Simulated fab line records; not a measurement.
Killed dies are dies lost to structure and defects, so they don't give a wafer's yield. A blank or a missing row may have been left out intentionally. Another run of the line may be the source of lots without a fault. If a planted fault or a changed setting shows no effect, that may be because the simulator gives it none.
fab line records / flow sky130 / part 2 of 2: steps 25 to 33 of 33
record: lots: 5 wafers: 15 lastDay: 49
route steps=708 shown LOCAL_INTERCONNECT@395 CONTACT@406
lots that met no fault: from a run of the same line without faults
startH: start of the lot's first displayed wafer, in hours after the record's first day / waitH: how many hours have passed since the lot's step before this one / " the same as in the row above / L1.1+2: a row that stands for several wafers / - either no value or no given start / * or withheld: withheld / < > ~ a bound
route shown NAME@n: NAME is a module with steps in the file, n the number in the route of the first one / usual: mean and standard deviation over wafers with no fault / same: alike in all rows / chamber/n: place in a boat / sites: readings site by site / _std_site: their standard deviation / _edge_site: the outer-site mean with the inner-site mean subtracted / radiusMm: how far each site lies from the wafer's centre / mask NAME#n: copy n / behind: the tool/chamber that last shaped the wafer / hold: why the lot was held/for how many hours/how that ended / device: the n, p or np transistor that did not switch / end of line: the route-end tests of the same wafers / step lacking rows: just its recipe / killed: count of dies lost to structure and defects at first sort (not the wafer's yield) / map: dies across one wafer; x = killed, . = not, _ = none there
set.NAME: the run value of the setting; set.NAME@STEP: its run value at that earlier step / model.NAME: the simulator's own value behind a step, which no gauge read
lots seen at some steps along the route; tables by step, rows by wafer
services: when a tool's chamber went out of use (startH, in hours from the record's first day, below 0 if earlier), for how many hours, and the reason
== steps ==
step: SKY_CONTACT_DEVELOP_13
recipe: developTimeS: 60 resist: KrF-thick devTempC: 21
usual: chillPlateTempC: 22.99/0.11 developerTempC: 20.99/0.11
lot.wafer=L082.3 tool=lithoTrack-01 chamber=0 startH=- waitH=- chillPlateTempC=23.10 developerTempC=21.04
lot.wafer=L082.5 tool=lithoTrack-01 chamber=0 startH=- waitH=- chillPlateTempC=22.94 developerTempC=21.09
lot.wafer=L082.6 tool=lithoTrack-01 chamber=0 startH=- waitH=- chillPlateTempC=23.12 developerTempC=21.11
lot.wafer=L087.1 tool=lithoTrack-03 chamber=0 startH=- waitH=- chillPlateTempC=23.15 developerTempC=21.10
lot.wafer=L087.3 tool=lithoTrack-03 chamber=0 startH=- waitH=- chillPlateTempC=23.00 developerTempC=20.99
lot.wafer=L087.4 tool=lithoTrack-03 chamber=0 startH=- waitH=- chillPlateTempC=22.99 developerTempC=20.96
lot.wafer=L088.2 tool=lithoTrack-01 chamber=0 startH=- waitH=- chillPlateTempC=23.09 developerTempC=21.08
lot.wafer=L088.3 tool=lithoTrack-01 chamber=0 startH=- waitH=- chillPlateTempC=22.95 developerTempC=20.93
lot.wafer=L088.4 tool=lithoTrack-01 chamber=0 startH=- waitH=- chillPlateTempC=22.97 developerTempC=21.06
lot.wafer=L093.2 tool=lithoTrack-01 chamber=0 startH=- waitH=- chillPlateTempC=22.98 developerTempC=21.07
lot.wafer=L093.5 tool=lithoTrack-01 chamber=0 startH=- waitH=- chillPlateTempC=23.11 developerTempC=21.06
lot.wafer=L093.6 tool=lithoTrack-01 chamber=0 startH=- waitH=- chillPlateTempC=23.07 developerTempC=20.91
lot.wafer=L094.1 tool=lithoTrack-01 chamber=0 startH=- waitH=- chillPlateTempC=23.00 developerTempC=20.94
lot.wafer=L094.3 tool=lithoTrack-01 chamber=0 startH=- waitH=- chillPlateTempC=22.96 developerTempC=21.04
lot.wafer=L094.6 tool=lithoTrack-01 chamber=0 startH=- waitH=- chillPlateTempC=23.08 developerTempC=20.92
step: SKY_CONTACT_CD_MEAS_14
recipe: targetCdNm: 170
usual: cdNm: 170.3/1.6
lot.wafer=L082.3 tool=cdSem-02 chamber=- startH=797.26 waitH=- cdNm=172.1
lot.wafer=L082.5 tool=cdSem-02 chamber=- startH=797.26 waitH=- cdNm=172.9
lot.wafer=L082.6 tool=cdSem-02 chamber=- startH=797.26 waitH=- cdNm=170.5
lot.wafer=L087.1 tool=cdSem-02 chamber=- startH=837.68 waitH=- cdNm=172.1
lot.wafer=L087.3 tool=cdSem-02 chamber=- startH=837.68 waitH=- cdNm=168.9
lot.wafer=L087.4 tool=cdSem-02 chamber=- startH=837.68 waitH=- cdNm=169.0
lot.wafer=L088.2 tool=cdSem-02 chamber=- startH=840.99 waitH=- cdNm=169.3
lot.wafer=L088.3 tool=cdSem-02 chamber=- startH=840.99 waitH=- cdNm=171.0
lot.wafer=L088.4 tool=cdSem-02 chamber=- startH=840.99 waitH=- cdNm=171.3
lot.wafer=L093.2 tool=cdSem-01 chamber=- startH=881.24 waitH=- cdNm=172.8
lot.wafer=L093.5 tool=cdSem-01 chamber=- startH=881.24 waitH=- cdNm=171.7
lot.wafer=L093.6 tool=cdSem-01 chamber=- startH=881.24 waitH=- cdNm=172.1
lot.wafer=L094.1 tool=cdSem-02 chamber=- startH=886.22 waitH=- cdNm=169.5
lot.wafer=L094.3 tool=cdSem-02 chamber=- startH=886.22 waitH=- cdNm=169.7
lot.wafer=L094.6 tool=cdSem-02 chamber=- startH=886.22 waitH=- cdNm=169.2
step: SKY_CONTACT_OVL_MEAS_15
usual: CONTACT_OVL: 1/4.7
lot.wafer=L082.3 tool=overlay-02 chamber=- startH=797.35 waitH=0.1 CONTACT_OVL[nm]=3
lot.wafer=L082.5 tool=overlay-02 chamber=- startH=797.35 waitH=0.1 CONTACT_OVL[nm]=6
lot.wafer=L082.6 tool=overlay-02 chamber=- startH=797.35 waitH=0.1 CONTACT_OVL[nm]=2
lot.wafer=L087.1 tool=overlay-02 chamber=- startH=837.80 waitH=0.1 CONTACT_OVL[nm]=-7
lot.wafer=L087.3 tool=overlay-02 chamber=- startH=837.80 waitH=0.1 CONTACT_OVL[nm]=-9
lot.wafer=L087.4 tool=overlay-02 chamber=- startH=837.80 waitH=0.1 CONTACT_OVL[nm]=-3
lot.wafer=L088.2 tool=overlay-01 chamber=- startH=841.10 waitH=0.1 CONTACT_OVL[nm]=-2
lot.wafer=L088.3 tool=overlay-01 chamber=- startH=841.10 waitH=0.1 CONTACT_OVL[nm]=-7
lot.wafer=L088.4 tool=overlay-01 chamber=- startH=841.10 waitH=0.1 CONTACT_OVL[nm]=1
lot.wafer=L093.2 tool=overlay-02 chamber=- startH=881.35 waitH=0.1 CONTACT_OVL[nm]=-1
lot.wafer=L093.5 tool=overlay-02 chamber=- startH=881.35 waitH=0.1 CONTACT_OVL[nm]=-5
lot.wafer=L093.6 tool=overlay-02 chamber=- startH=881.35 waitH=0.1 CONTACT_OVL[nm]=-2
lot.wafer=L094.1 tool=overlay-01 chamber=- startH=886.34 waitH=0.1 CONTACT_OVL[nm]=-2
lot.wafer=L094.3 tool=overlay-01 chamber=- startH=886.34 waitH=0.1 CONTACT_OVL[nm]=0
lot.wafer=L094.6 tool=overlay-01 chamber=- startH=886.34 waitH=0.1 CONTACT_OVL[nm]=0
step: SKY_CONTACT_ETCH_16
recipe: chemistry: N2/H2 target: BARC ionEnergyEv: 200 sourceW: 500 biasW: 100 pressureMtorr: 30 n2FlowSccm: 100 h2FlowSccm: 200 stopOn: SiO2 timeS: 45.9 targetDepthA: 600
usual: drypumpMotorCurrentA: 5.9/0.38 oesProductAu: 0.855/0.0043 throttleValvePct: 13.225/0.0095
lot.wafer=L082.3 tool=rieDiel-03 chamber=3 startH=797.38 waitH=0.0 drypumpMotorCurrentA=6.3 oesProductAu=0.854 rfHoursCounterH=13 throttleValvePct=13.224
lot.wafer=L082.5 tool=rieDiel-03 chamber=3 startH=797.38 waitH=0.0 drypumpMotorCurrentA=6.3 oesProductAu=0.860 rfHoursCounterH=- throttleValvePct=13.228
lot.wafer=L082.6 tool=rieDiel-03 chamber=0 startH=797.38 waitH=0.0 drypumpMotorCurrentA=6.5 oesProductAu=0.854 rfHoursCounterH=- throttleValvePct=13.229
lot.wafer=L087.1 tool=rieDiel-01 chamber=2 startH=837.83 waitH=0.0 drypumpMotorCurrentA=5.9 oesProductAu=0.859 rfHoursCounterH=4 throttleValvePct=13.221
lot.wafer=L087.3 tool=rieDiel-01 chamber=0 startH=837.83 waitH=0.0 drypumpMotorCurrentA=6.4 oesProductAu=0.857 rfHoursCounterH=21 throttleValvePct=13.219
lot.wafer=L087.4 tool=rieDiel-01 chamber=0 startH=837.83 waitH=0.0 drypumpMotorCurrentA=6.4 oesProductAu=0.853 rfHoursCounterH=- throttleValvePct=13.225
lot.wafer=L088.2 tool=rieDiel-04 chamber=0 startH=841.13 waitH=0.0 drypumpMotorCurrentA=5.5 oesProductAu=0.851 rfHoursCounterH=11 throttleValvePct=13.231
lot.wafer=L088.3 tool=rieDiel-04 chamber=3 startH=841.13 waitH=0.0 drypumpMotorCurrentA=5.6 oesProductAu=0.858 rfHoursCounterH=7 throttleValvePct=13.226
lot.wafer=L088.4 tool=rieDiel-04 chamber=0 startH=841.13 waitH=0.0 drypumpMotorCurrentA=5.5 oesProductAu=0.851 rfHoursCounterH=- throttleValvePct=13.225
lot.wafer=L093.2 tool=rieDiel-01 chamber=2 startH=881.38 waitH=0.0 drypumpMotorCurrentA=5.9 oesProductAu=0.852 rfHoursCounterH=6 throttleValvePct=13.218
lot.wafer=L093.5 tool=rieDiel-01 chamber=0 startH=881.38 waitH=0.0 drypumpMotorCurrentA=6.3 oesProductAu=0.854 rfHoursCounterH=- throttleValvePct=13.221
lot.wafer=L093.6 tool=rieDiel-01 chamber=2 startH=881.38 waitH=0.0 drypumpMotorCurrentA=5.8 oesProductAu=0.856 rfHoursCounterH=- throttleValvePct=13.227
lot.wafer=L094.1 tool=rieDiel-03 chamber=0 startH=886.38 waitH=0.0 drypumpMotorCurrentA=6.5 oesProductAu=0.855 rfHoursCounterH=4 throttleValvePct=13.228
lot.wafer=L094.3 tool=rieDiel-03 chamber=2 startH=886.38 waitH=0.0 drypumpMotorCurrentA=5.3 oesProductAu=0.850 rfHoursCounterH=19 throttleValvePct=13.225
lot.wafer=L094.6 tool=rieDiel-03 chamber=2 startH=886.38 waitH=0.0 drypumpMotorCurrentA=5.3 oesProductAu=0.860 rfHoursCounterH=- throttleValvePct=13.221
step: SKY_CONTACT_ETCH_17
recipe: target: SiO2 chemistry: C4F8/O2/Ar stopOn: Si3N4 maskMaterial: KrF-thick sourceW: 1500 biasW: 1200 pressureMtorr: 40 c4f8FlowSccm: withheld O2_flow_sccm: 6 Ar_flow_sccm: 300 timeS: withheld targetDepthA: 3400
usual: oesProductAu: 0.891/0.0049
lot.wafer=L082.3 tool=rieDiel-03 chamber=3 startH=797.42 waitH=0.0 oesProductAu=0.900
lot.wafer=L082.5 tool=rieDiel-03 chamber=3 startH=797.42 waitH=0.0 oesProductAu=0.885
lot.wafer=L082.6 tool=rieDiel-03 chamber=0 startH=797.42 waitH=0.0 oesProductAu=0.892
lot.wafer=L087.1 tool=rieDiel-01 chamber=2 startH=837.88 waitH=0.0 oesProductAu=0.893
lot.wafer=L087.3 tool=rieDiel-01 chamber=0 startH=837.88 waitH=0.0 oesProductAu=0.893
lot.wafer=L087.4 tool=rieDiel-01 chamber=0 startH=837.88 waitH=0.0 oesProductAu=0.901
lot.wafer=L088.2 tool=rieDiel-04 chamber=0 startH=841.17 waitH=0.0 oesProductAu=0.894
lot.wafer=L088.3 tool=rieDiel-04 chamber=3 startH=841.17 waitH=0.0 oesProductAu=0.888
lot.wafer=L088.4 tool=rieDiel-04 chamber=0 startH=841.17 waitH=0.0 oesProductAu=0.891
lot.wafer=L093.2 tool=rieDiel-01 chamber=2 startH=881.42 waitH=0.0 oesProductAu=0.891
lot.wafer=L093.5 tool=rieDiel-01 chamber=0 startH=881.42 waitH=0.0 oesProductAu=0.884
lot.wafer=L093.6 tool=rieDiel-01 chamber=2 startH=881.42 waitH=0.0 oesProductAu=0.879
lot.wafer=L094.1 tool=rieDiel-03 chamber=0 startH=886.42 waitH=0.0 oesProductAu=0.895
lot.wafer=L094.3 tool=rieDiel-03 chamber=2 startH=886.42 waitH=0.0 oesProductAu=0.889
lot.wafer=L094.6 tool=rieDiel-03 chamber=2 startH=886.42 waitH=0.0 oesProductAu=0.890
step: SKY_CONTACT_ETCH_18
recipe: target: Si3N4 chemistry: CHF3/O2 stopOn: TiN sourceW: 600 biasW: 200 pressureMtorr: 40 chf3FlowSccm: 50 O2_flow_sccm: 5 timeS: 39 targetDepthA: 750
usual: drypumpMotorCurrentA: 5.9/0.38 oesProductAu: 0.854/0.0071 throttleValvePct: 8.793/0.0091
lot.wafer=L082.3 tool=rieDiel-03 chamber=3 startH=- waitH=- drypumpMotorCurrentA=6.3 oesProductAu=0.865 rfHoursCounterH=13 throttleValvePct=8.784
lot.wafer=L082.5 tool=rieDiel-03 chamber=3 startH=- waitH=- drypumpMotorCurrentA=6.3 oesProductAu=0.864 rfHoursCounterH=- throttleValvePct=8.791
lot.wafer=L082.6 tool=rieDiel-03 chamber=0 startH=- waitH=- drypumpMotorCurrentA=6.5 oesProductAu=0.863 rfHoursCounterH=- throttleValvePct=8.808
lot.wafer=L087.1 tool=rieDiel-01 chamber=2 startH=- waitH=- drypumpMotorCurrentA=5.8 oesProductAu=0.850 rfHoursCounterH=4 throttleValvePct=8.800
lot.wafer=L087.3 tool=rieDiel-01 chamber=0 startH=- waitH=- drypumpMotorCurrentA=6.3 oesProductAu=0.853 rfHoursCounterH=21 throttleValvePct=8.795
lot.wafer=L087.4 tool=rieDiel-01 chamber=0 startH=- waitH=- drypumpMotorCurrentA=6.3 oesProductAu=0.864 rfHoursCounterH=- throttleValvePct=8.803
lot.wafer=L088.2 tool=rieDiel-04 chamber=0 startH=- waitH=- drypumpMotorCurrentA=5.6 oesProductAu=0.856 rfHoursCounterH=11 throttleValvePct=8.798
lot.wafer=L088.3 tool=rieDiel-04 chamber=3 startH=- waitH=- drypumpMotorCurrentA=5.6 oesProductAu=0.847 rfHoursCounterH=7 throttleValvePct=8.799
lot.wafer=L088.4 tool=rieDiel-04 chamber=0 startH=- waitH=- drypumpMotorCurrentA=5.6 oesProductAu=0.856 rfHoursCounterH=- throttleValvePct=8.794
lot.wafer=L093.2 tool=rieDiel-01 chamber=2 startH=- waitH=- drypumpMotorCurrentA=5.9 oesProductAu=0.860 rfHoursCounterH=6 throttleValvePct=8.796
lot.wafer=L093.5 tool=rieDiel-01 chamber=0 startH=- waitH=- drypumpMotorCurrentA=6.4 oesProductAu=0.855 rfHoursCounterH=- throttleValvePct=8.791
lot.wafer=L093.6 tool=rieDiel-01 chamber=2 startH=- waitH=- drypumpMotorCurrentA=5.9 oesProductAu=0.866 rfHoursCounterH=- throttleValvePct=8.811
lot.wafer=L094.1 tool=rieDiel-03 chamber=0 startH=- waitH=- drypumpMotorCurrentA=6.4 oesProductAu=0.856 rfHoursCounterH=4 throttleValvePct=8.811
lot.wafer=L094.3 tool=rieDiel-03 chamber=2 startH=- waitH=- drypumpMotorCurrentA=5.3 oesProductAu=0.847 rfHoursCounterH=19 throttleValvePct=8.785
lot.wafer=L094.6 tool=rieDiel-03 chamber=2 startH=- waitH=- drypumpMotorCurrentA=5.2 oesProductAu=0.865 rfHoursCounterH=- throttleValvePct=8.789
step: SKY_CONTACT_STRIP_19
recipe: chemistry: O2/N2 powerW: 1400 pressureMtorr: 1500 platenTempC: withheld o2FlowSccm: 3000 n2FlowSccm: 300 overashFraction: 0.5
usual: drypumpMotorCurrentA: 5.9/0.36 oesProductAu: 0.381/0.0043 stripTimeToEndpointS: 3.62/0.036
same: overashFraction: 0.5
lot.wafer=L082.3 tool=plasmaAsher-02 chamber=1 startH=797.54 waitH=- drypumpMotorCurrentA=6.0 oesProductAu=0.385 rfHoursCounterH=- stripTimeToEndpointS=3.63
lot.wafer=L082.5 tool=plasmaAsher-02 chamber=1 startH=797.54 waitH=- drypumpMotorCurrentA=6.0 oesProductAu=0.379 rfHoursCounterH=- stripTimeToEndpointS=3.64
lot.wafer=L082.6 tool=plasmaAsher-02 chamber=0 startH=797.54 waitH=- drypumpMotorCurrentA=6.0 oesProductAu=0.383 rfHoursCounterH=- stripTimeToEndpointS=3.64
lot.wafer=L087.1 tool=plasmaAsher-03 chamber=1 startH=837.97 waitH=- drypumpMotorCurrentA=5.8 oesProductAu=0.389 rfHoursCounterH=92 stripTimeToEndpointS=3.64
lot.wafer=L087.3 tool=plasmaAsher-03 chamber=1 startH=837.97 waitH=- drypumpMotorCurrentA=5.8 oesProductAu=0.377 rfHoursCounterH=- stripTimeToEndpointS=3.63
lot.wafer=L087.4 tool=plasmaAsher-03 chamber=0 startH=837.97 waitH=- drypumpMotorCurrentA=6.3 oesProductAu=0.376 rfHoursCounterH=- stripTimeToEndpointS=3.61
lot.wafer=L088.2 tool=plasmaAsher-03 chamber=1 startH=841.26 waitH=- drypumpMotorCurrentA=5.8 oesProductAu=0.380 rfHoursCounterH=93 stripTimeToEndpointS=3.65
lot.wafer=L088.3 tool=plasmaAsher-03 chamber=1 startH=841.26 waitH=- drypumpMotorCurrentA=5.8 oesProductAu=0.384 rfHoursCounterH=- stripTimeToEndpointS=3.63
lot.wafer=L088.4 tool=plasmaAsher-03 chamber=0 startH=841.26 waitH=- drypumpMotorCurrentA=6.3 oesProductAu=0.381 rfHoursCounterH=- stripTimeToEndpointS=3.63
lot.wafer=L093.2 tool=plasmaAsher-04 chamber=1 startH=881.51 waitH=- drypumpMotorCurrentA=6.3 oesProductAu=0.383 rfHoursCounterH=17 stripTimeToEndpointS=3.57
lot.wafer=L093.5 tool=plasmaAsher-04 chamber=1 startH=881.51 waitH=- drypumpMotorCurrentA=6.3 oesProductAu=0.379 rfHoursCounterH=- stripTimeToEndpointS=3.57
lot.wafer=L093.6 tool=plasmaAsher-04 chamber=0 startH=881.51 waitH=- drypumpMotorCurrentA=5.4 oesProductAu=0.373 rfHoursCounterH=- stripTimeToEndpointS=3.56
lot.wafer=L094.1 tool=plasmaAsher-04 chamber=1 startH=886.51 waitH=- drypumpMotorCurrentA=6.3 oesProductAu=0.380 rfHoursCounterH=18 stripTimeToEndpointS=3.61
lot.wafer=L094.3 tool=plasmaAsher-04 chamber=0 startH=886.51 waitH=- drypumpMotorCurrentA=5.4 oesProductAu=0.383 rfHoursCounterH=- stripTimeToEndpointS=3.67
lot.wafer=L094.6 tool=plasmaAsher-04 chamber=1 startH=886.51 waitH=- drypumpMotorCurrentA=6.3 oesProductAu=0.390 rfHoursCounterH=- stripTimeToEndpointS=3.70
step: SKY_CONTACT_STRIP_20
recipe: chemistry: postEtchResidueRemover timeS: 1200 tempC: 72.5
lot.wafer=L082.3+5+6 tool=wetBench-04 chamber=2 startH=797.61 waitH=0.0
lot.wafer=L087.1+3+4 tool=wetBench-02 chamber=2 startH=838.07 waitH=0.1
lot.wafer=L088.2+3+4 tool=wetBench-02 chamber=0 startH=841.36 waitH=0.1
lot.wafer=L093.2+5+6 tool=wetBench-04 chamber=3 startH=881.61 waitH=0.1
lot.wafer=L094.1+3+6 tool=wetBench-01 chamber=2 startH=886.61 waitH=0.1
step: SKY_CONTACT_CLEAN_21
recipe: chemistry: IPA timeS: 180 tempC: 25
lot.wafer=L082.3+5+6 tool=wetBench-02 chamber=3 startH=797.95 waitH=0.0
lot.wafer=L087.1+3+4 tool=wetBench-04 chamber=2 startH=838.44 waitH=0.0
lot.wafer=L088.2+3+4 tool=wetBench-04 chamber=1 startH=841.73 waitH=0.0
lot.wafer=L093.2+5+6 tool=wetBench-01 chamber=3 startH=881.95 waitH=0.0
lot.wafer=L094.1+3+6 tool=wetBench-02 chamber=3 startH=886.95 waitH=0.0
== services ==
tool=krfScanner-02 chamber=- startH=737.12 hours=1.0 kind=repair
tool=krfScanner-02 chamber=- startH=742.93 hours=5.0 kind=repair
tool=cmp-02 chamber=- startH=744.00 hours=4.0 kind=pm
tool=rieDiel-01 chamber=3 startH=744.20 hours=2.4 kind=repair
tool=cmp-02 chamber=- startH=750.09 hours=2.5 kind=repair
tool=plasmaAsher-03 chamber=- startH=752.80 hours=4.3 kind=pm
tool=rieDiel-04 chamber=3 startH=753.95 hours=9.4 kind=repair
tool=cmp-02 chamber=- startH=767.74 hours=3.1 kind=repair
tool=krfScanner-02 chamber=- startH=769.72 hours=0.8 kind=pm
tool=rieDiel-01 chamber=3 startH=770.56 hours=132.0 kind=repair
tool=hdpcvd-02 chamber=2 startH=777.05 hours=7.3 kind=repair
tool=plasmaAsher-03 chamber=- startH=782.06 hours=28.1 kind=pm
tool=rieDiel-01 chamber=0 startH=787.04 hours=3.8 kind=repair
tool=krfScanner-02 chamber=- startH=797.84 hours=1.3 kind=pm
tool=krfScanner-02 chamber=- startH=799.61 hours=2.2 kind=repair
tool=krfScanner-01 chamber=- startH=803.50 hours=1.3 kind=pm
tool=krfScanner-01 chamber=- startH=805.62 hours=0.8 kind=pm
tool=rieDiel-03 chamber=- startH=823.91 hours=0.7 kind=repair
tool=krfScanner-02 chamber=- startH=835.05 hours=1.0 kind=pm
tool=rieDiel-03 chamber=- startH=840.59 hours=1.0 kind=repair
tool=krfScanner-01 chamber=- startH=861.81 hours=0.7 kind=repair
tool=krfScanner-02 chamber=- startH=863.48 hours=7.2 kind=pm
tool=krfScanner-01 chamber=- startH=870.68 hours=1.0 kind=pm
tool=krfScanner-01 chamber=- startH=885.85 hours=0.5 kind=repair
